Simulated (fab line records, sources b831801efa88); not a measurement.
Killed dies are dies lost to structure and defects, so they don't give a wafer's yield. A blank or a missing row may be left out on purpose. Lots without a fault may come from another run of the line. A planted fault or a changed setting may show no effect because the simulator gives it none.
Which tool did it? | flow gf180mcu | 14 lots, 41 wafers sampled, at 5 steps of a route of 602

WHAT THE GAUGES READ, wafer by wafer
GF_POLY_GATE_CD_MEAS_10: target cd 280 nm.
lot  | measured     | on        | cd_nm (nm)
L270 | day 9 04:58  | cd_sem-01 | 278.0 278.0 278.2
L271 | day 9 14:43  | cd_sem-01 | 280.3 279.4 280.0
L272 | day 9 20:47  | cd_sem-02 | 280.0 280.9 280.5
L276 | day 10 23:16 | cd_sem-02 | 281.4 227.2
L277 | day 11 07:56 | cd_sem-01 | 279.8 223.6 281.5
L285 | day 13 18:16 | cd_sem-01 | 280.5 280.1 278.9
L286 | day 14 04:10 | cd_sem-02 | 281.5 280.5 280.7
L287 | day 14 13:13 | cd_sem-02 | 280.4 279.3 279.5
L288 | day 15 00:23 | cd_sem-01 | 280.6 280.1 279.2
L289 | day 15 06:53 | cd_sem-02 | 279.0 280.0 279.6
L290 | day 15 07:01 | cd_sem-01 | 278.5 279.2 279.6
L291 | day 15 16:45 | cd_sem-02 | 279.5 279.2 280.5
L292 | day 15 22:23 | cd_sem-02 | 278.7 278.1 278.2
L293 | day 16 10:13 | cd_sem-01 | 279.8 280.0 280.1

GF_HV_LDD_CD_MEAS_07: target cd 400 nm.
lot  | measured     | on        | cd_nm (nm)
L270 | day 9 23:27  | cd_sem-02 | 405.0 404.9 405.0
L271 | day 10 10:47 | cd_sem-01 | 401.8 400.4 400.2
L272 | day 10 17:07 | cd_sem-02 | 398.1 399.0 395.4
L276 | day 11 19:42 | cd_sem-02 | 402.3
L277 | day 12 05:08 | cd_sem-01 | 401.4 399.5
L285 | day 14 16:35 | cd_sem-01 | 399.1 398.2 399.9
L286 | day 15 03:03 | cd_sem-02 | 402.7 400.1 403.4
L287 | day 15 12:57 | cd_sem-01 | 398.7 400.5 400.0
L288 | day 15 22:26 | cd_sem-01 | 402.7 404.3 404.6
L289 | day 16 07:07 | cd_sem-01 | 398.3 397.5 396.8
L290 | day 16 07:25 | cd_sem-02 | 397.6 397.2 396.2
L291 | day 16 17:07 | cd_sem-01 | 403.3 402.9 404.7
L292 | day 16 22:53 | cd_sem-01 | 401.7 402.4 403.0
L293 | day 17 10:49 | cd_sem-01 | 400.6 401.7 399.1

GF_SAB_OVL_MEAS_10.
lot  | measured     | on         | SAB_OVL (nm)
L270 | day 15 02:08 | overlay-02 | 0.0 -0.4 1.8
L271 | day 15 16:03 | overlay-01 | 2.1 0.8 0.2
L272 | day 15 21:44 | overlay-01 | 1.4 1.0 2.9
L276 | day 17 11:14 | overlay-01 | 1.8
L277 | day 17 18:58 | overlay-02 | 0.6 0.4
L285 | day 20 17:25 | overlay-02 | -1.7 0.1 -0.4
L286 | day 21 05:23 | overlay-01 | -0.3 -0.8 -0.1
L287 | day 21 16:34 | overlay-01 | -0.7 0.9 -0.9
L288 | day 22 03:06 | overlay-01 | 0.6 1.0 1.2
L289 | day 22 11:16 | overlay-02 | -0.1 1.0 -1.6
L290 | day 22 11:53 | overlay-01 | -0.2 -0.5 -1.6
L291 | day 22 22:37 | overlay-01 | -2.5 0.3 -1.8
L292 | day 23 03:37 | overlay-01 | -0.6 0.3 -0.2
L293 | day 23 16:22 | overlay-01 | 2.6 -0.3 1.1

WHICH TOOL RAN EACH LOT (tool, then ch and the chambers of the sampled wafers, then the start)
lot  | GF_POLY_GATE_EXPOSE_07            | GF_POLY_GATE_ETCH_12
L270 | krf_scanner-02 ch 0, day 8 20:10  | rie_diel-03 ch 2,3, day 9 05:06
L271 | krf_scanner-01 ch 0, day 9 06:11  | rie_diel-02 ch 1,2,3, day 9 14:51
L272 | krf_scanner-02 ch 0, day 9 12:31  | rie_diel-02 ch 2,3, day 9 20:56
L276 | krf_scanner-02 ch 0, day 10 13:56 | rie_diel-04 ch 0,3, day 10 23:22
L277 | krf_scanner-02 ch 0, day 10 23:02 | rie_diel-04 ch 0,3, day 11 08:05
L285 | krf_scanner-01 ch 0, day 13 08:07 | rie_diel-03 ch 0,1,3, day 13 18:22
L286 | krf_scanner-02 ch 0, day 13 18:01 | rie_diel-04 ch 0,1, day 14 04:17
L287 | krf_scanner-01 ch 0, day 14 02:44 | rie_diel-03 ch 0,2,3, day 14 13:20
L288 | krf_scanner-02 ch 0, day 14 13:56 | rie_diel-04 ch 0,1,2, day 15 00:31
L289 | krf_scanner-02 ch 0, day 14 20:24 | rie_diel-04 ch 0,2,3, day 15 06:59
L290 | krf_scanner-01 ch 0, day 14 20:50 | rie_diel-03 ch 0,2,3, day 15 07:08
L291 | krf_scanner-02 ch 0, day 15 05:32 | rie_diel-03 ch 0,1,2, day 15 16:52
L292 | krf_scanner-01 ch 0, day 15 13:31 | rie_diel-02 ch 0,2,3, day 15 22:32
L293 | krf_scanner-01 ch 0, day 15 22:41 | rie_diel-02 ch 0,1, day 16 10:22
- GF_POLY_GATE_EXPOSE_07: exposes mask Poly2, target cd 280 nm.
- GF_POLY_GATE_ETCH_12: etches BARC in N2/H2.

WHAT THE TOOLS THEMSELVES READ (means of the sampled wafers that have a number; where no wafer has one, the mark that the record gives instead)
GF_POLY_GATE_EXPOSE_07.
lot  | tool           | focus_offset_nm (nm)
L270 | krf_scanner-02 | -0.1
L271 | krf_scanner-01 | 0.3
L272 | krf_scanner-02 | -0.3
L276 | krf_scanner-02 | -0.3
L277 | krf_scanner-02 | -0.1
L285 | krf_scanner-01 | 0.0
L286 | krf_scanner-02 | -0.1
L287 | krf_scanner-01 | 0.2
L288 | krf_scanner-02 | -0.5
L289 | krf_scanner-02 | 0.2
L290 | krf_scanner-01 | -0.3
L291 | krf_scanner-02 | 0.0
L292 | krf_scanner-01 | -0.4
L293 | krf_scanner-01 | -0.0

GF_POLY_GATE_ETCH_12.
lot  | tool        | drypump_motor_current_A (A) | oes_product_au (a.u.) | throttle_valve_pct (%)
L270 | rie_diel-03 | 5.3                         | 0.737                 | 13.210
L271 | rie_diel-02 | 5.7                         | 0.733                 | 13.209
L272 | rie_diel-02 | 5.6                         | 0.730                 | 13.215
L276 | rie_diel-04 | 6.1                         | 0.739                 | 13.213
L277 | rie_diel-04 | 6.0                         | 0.732                 | 13.208
L285 | rie_diel-03 | 5.4                         | 0.740                 | 13.218
L286 | rie_diel-04 | 5.9                         | 0.738                 | 13.214
L287 | rie_diel-03 | 5.5                         | 0.733                 | 13.219
L288 | rie_diel-04 | 5.6                         | 0.735                 | 13.208
L289 | rie_diel-04 | 5.8                         | 0.741                 | 13.216
L290 | rie_diel-03 | 5.5                         | 0.734                 | 13.218
L291 | rie_diel-03 | 5.7                         | 0.736                 | 13.214
L292 | rie_diel-02 | 5.6                         | 0.734                 | 13.209
L293 | rie_diel-02 | 6.0                         | 0.732                 | 13.215

THE ANSWER, worked out from the rows above alone
Rule: what is usual is taken from the lots themselves. Put in order of their means at a reading, lots are off if they are a third of the lots or fewer, leave a main group of 4 or more, and stand apart from it by a gap of 3 or more times the standard deviation of the main group's means; of several such gaps the widest counts. A main group whose means are all the same, to the digits that the tables above print for the reading, isn't used. A lot without any number at a reading at which 4 lots or more have one is off too. The other lots that the step has rows for count as sound. The gauges are gone through in route order, then the tools' own readings, and for those a lot's mean is taken as printed above. The first step at which some lot is off is used, and at that step the reading that is off furthest; a lot without a number counts as furthest.
Off: L276, L277, at GF_POLY_GATE_CD_MEAS_10 (cd_nm). The main group: mean 279.6 nm, standard deviation 0.77.
A tool fits if, at a process step before that reading, it ran every lot that is off, and no sound lot after the first of them. The gauges at GF_POLY_GATE_CD_MEAS_10 are tried like those tools. None of those tried fits.

WHAT THE SIMULATOR HAD PUT IN
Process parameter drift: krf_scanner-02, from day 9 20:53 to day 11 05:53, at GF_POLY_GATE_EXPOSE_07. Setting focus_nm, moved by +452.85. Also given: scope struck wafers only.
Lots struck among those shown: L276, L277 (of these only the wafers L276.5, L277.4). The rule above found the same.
